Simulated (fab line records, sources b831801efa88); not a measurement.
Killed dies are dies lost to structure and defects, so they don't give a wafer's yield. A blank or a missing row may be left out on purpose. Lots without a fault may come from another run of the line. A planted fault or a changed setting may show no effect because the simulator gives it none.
One fault seen from 2 desks | flow gf180mcu | each desk has only its own numbers; what lay behind them comes last

THE METROLOGY DESK
What the gauges read, lot by lot, whatever tool the lot ran on: means of the sampled wafers that have a number. A lot is out of limits, marked OUT, if its mean lies more than 4 standard deviations from the usual mean; the brackets give that distance.
Columns: A = V5_W_THK at GF_V5_THK_MEAS_25, usual 350 nm; B = TOP_METAL_ALCU_RS at GF_TOP_METAL_RS_MEAS_05, usual 0.0328 ohm/sq
lot  | first seen here | A   | B
L114 | day 27 07:13    | 354 | 0.0332
L115 | day 27 22:01    | 358 | 0.0323
L117 | day 28 06:46    | 354 | 0.0324
L119 | day 28 21:45    | 351 | 0.0326
L120 | day 29 13:35    | 343 | 0.0325
L122 | day 30 08:20    | 346 | 0.0330
L130 | day 32 07:08    | 344 | 0.0327
L132 | day 32 23:43    | 341 | 0.0327
L131 | day 33 00:27    | 348 | 0.0330
L133 | day 33 01:25    | 347 | 0.0333
L134 | day 33 07:02    | 347 | 0.0328
L135 | day 33 13:22    | 349 | 0.0327
L136 | day 33 19:26    | 350 | 0.0328
L137 | day 33 20:55    | 352 | 0.0328
This desk's finding: nothing out of limits on any of the 14 lots.

THE TOOL OWNER'S DESK: iline_stepper-02
The tool's own readings at GF_TOP_METAL_EXPOSE_11 (exposes mask MetalTop, target cd 440 nm): means of the sampled wafers that have a number, for each lot that ran on this tool. A lot is out of limits, marked OUT, if its mean lies more than 4 standard deviations from the usual mean; the brackets give that distance.
Columns: A = exposure_dose_mJ_cm2 at GF_TOP_METAL_EXPOSE_11, usual 169.83; B = focus_offset_nm at GF_TOP_METAL_EXPOSE_11, usual 0.1 nm
lot  | first seen here | A      | B
L114 | day 27 19:30    | 169.98 | -0.5
L122 | day 30 19:32    | 169.69 | 0.2
L132 | day 33 08:09    | 169.81 | 0.5
L133 | day 33 09:51    | 169.83 | -0.2
L135 | day 33 22:05    | 170.11 | 0.6
L136 | day 34 03:38    | 169.91 | 0.5
This desk's finding: nothing out of limits on any of the 6 lots.

PUT TOGETHER
The metrology desk saw nothing out of limits.
The tool owner's desk saw nothing out of limits.

WHAT THE SIMULATOR HAD PUT IN
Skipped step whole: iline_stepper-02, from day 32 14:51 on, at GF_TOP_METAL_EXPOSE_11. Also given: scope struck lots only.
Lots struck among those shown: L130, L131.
